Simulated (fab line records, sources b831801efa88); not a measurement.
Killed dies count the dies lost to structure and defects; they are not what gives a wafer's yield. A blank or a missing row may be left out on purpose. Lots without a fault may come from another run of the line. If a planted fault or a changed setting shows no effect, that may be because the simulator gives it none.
Struck lot and sound lot, side by side :: flow gf180mcu :: 16 out of 602 route steps
Sound: wafers L444.3, L444.4, L444.6. Struck: wafer L449.1 (L449.2, L449.3, from the same lot, were not struck and are left out); the cause is given at the end.
Each step with rows lists, per side, the tool, then ch with its chambers, then its first start. Under that, the readings that differ: sound wafers :: struck wafers :: difference of the means :: sigmas: that difference in standard deviations of wafers without a fault.
alike: a reading whose means differ by less than 2 such deviations, as well as words and numbers matching on both sides. not compared: withheld readings; readings where some wafer has no value; bounds like >300 that might hide an equal value; numbers whose values overlap and for which the record gives no deviation.
The two part at a step that has a row with sigmas, a row that says differs or no value, or rows on one side only. Numbers that don't overlap but have no deviation are shown without sigmas and don't part them. A reading missing from all wafers of one side parts the sides only when that side holds two or more wafers.

first, 4 steps without rows for these wafers: GF_TOP_METAL_SOFTBAKE_10 (time 60 s); GF_TOP_METAL_EXPOSE_11 (exposes mask MetalTop, target cd 440 nm); GF_TOP_METAL_PEB_12; GF_TOP_METAL_DEVELOP_13 (develop time 60 s).
GF_TOP_METAL_CD_MEAS_14: target cd 440 nm.
  sound on cd_sem-02, day 30 18:49; struck on cd_sem-02, day 32 02:00
  alike: cd_nm
GF_TOP_METAL_OVL_MEAS_15:
  sound on overlay-02, day 30 18:55; struck on overlay-02, day 32 02:07
  alike: TOP_METAL_OVL
GF_TOP_METAL_METAL_ETCH_16: etches the open film in Cl2/BCl3, stops on SiO2, target depth 1197 nm, time 199.5 s.
  sound on rie_metal-02 ch 0,1, day 30 19:00; struck on rie_metal-04 ch 1, day 32 02:09
reading: drypump_motor_current_A (A)
sound: 4.7 5.1 4.7
struck: 5.7
difference: +0.9
sigmas: +2

reading: rf_hours_counter_h (h)
sound: - - -
struck: 4
difference: no value on the sound wafers
sigmas: 
  alike: he_backside_leak_sccm, oes_product_au, throttle_valve_pct
GF_TOP_METAL_STRIP_17: strips in O2/N2.
  sound on plasma_asher-01 ch 0,1, day 30 19:10; struck on plasma_asher-01 ch 1, day 32 02:21
reading: o2_flow_sccm (sccm)
sound: 2997 2998 2982
struck: 3021
difference: +29
sigmas: +3

reading: rf_hours_counter_h (h)
sound: - - -
struck: 34
difference: no value on the sound wafers
sigmas: 
  alike: drypump_motor_current_A, heater_power_w, oes_product_au, strip_time_to_endpoint_s
then, 2 steps without rows for these wafers: GF_TOP_METAL_STRIP_18 (strips in post etch residue remover, time 1200 s); GF_TOP_METAL_CLEAN_19 (cleans in DIW).
GF_PASSIVATION_CVD_00: deposits SiO2 from TEOS, target thk 1000 nm, time 111.95 s.
  sound on pecvd-02 ch 0,1, day 30 19:42; struck on pecvd-03 ch 2, day 32 02:55
reading: heater_power_w (W)
sound: 542 539 589
struck: 701
difference: +144
sigmas: +2
GF_PASSIVATION_THK_MEAS_01:
  sound on film_metro-01, day 30 19:48; struck on film_metro-01, day 32 02:59
reading: PASSIVATION_CVD_00_THK (nm)
sound: 998 1014 1012
struck: 981
difference: -27
sigmas: -2
GF_PASSIVATION_CVD_02: deposits Si3N4, target thk 700 nm, time 486.18 s.
  sound on pecvd-01 ch 0,1, day 30 19:50; struck on pecvd-01 ch 1, day 32 03:03
reading: heater_power_w (W)
sound: 824 664 697
struck: 582
difference: -146
sigmas: -2

reading: model.Si3N4_of_PASSIVATION_CVD_02.thk_nm (nm)
sound: 692.7 702.9 695.6
struck: 538.2
difference: -158.9
sigmas: 
GF_PASSIVATION_THK_MEAS_03:
  sound on film_metro-01, day 30 20:09; struck on film_metro-03, day 32 03:20
reading: PASSIVATION_CVD_02_THK (nm)
sound: 692 703 695
struck: 538
difference: -159
sigmas: -18
then, 1 step without rows for these wafers: GF_PASSIVATION_DEHYDRATE_04 (time 60 s).
GF_PASSIVATION_PROBE_99:
  the record has rows for the sound wafers here (prober-01, day 31 15:07) and none for the struck ones

WHERE THEY PART
Last at GF_PASSIVATION_PROBE_99 as far as this record goes, first at GF_TOP_METAL_METAL_ETCH_16.

WHY: the cause the simulator had injected
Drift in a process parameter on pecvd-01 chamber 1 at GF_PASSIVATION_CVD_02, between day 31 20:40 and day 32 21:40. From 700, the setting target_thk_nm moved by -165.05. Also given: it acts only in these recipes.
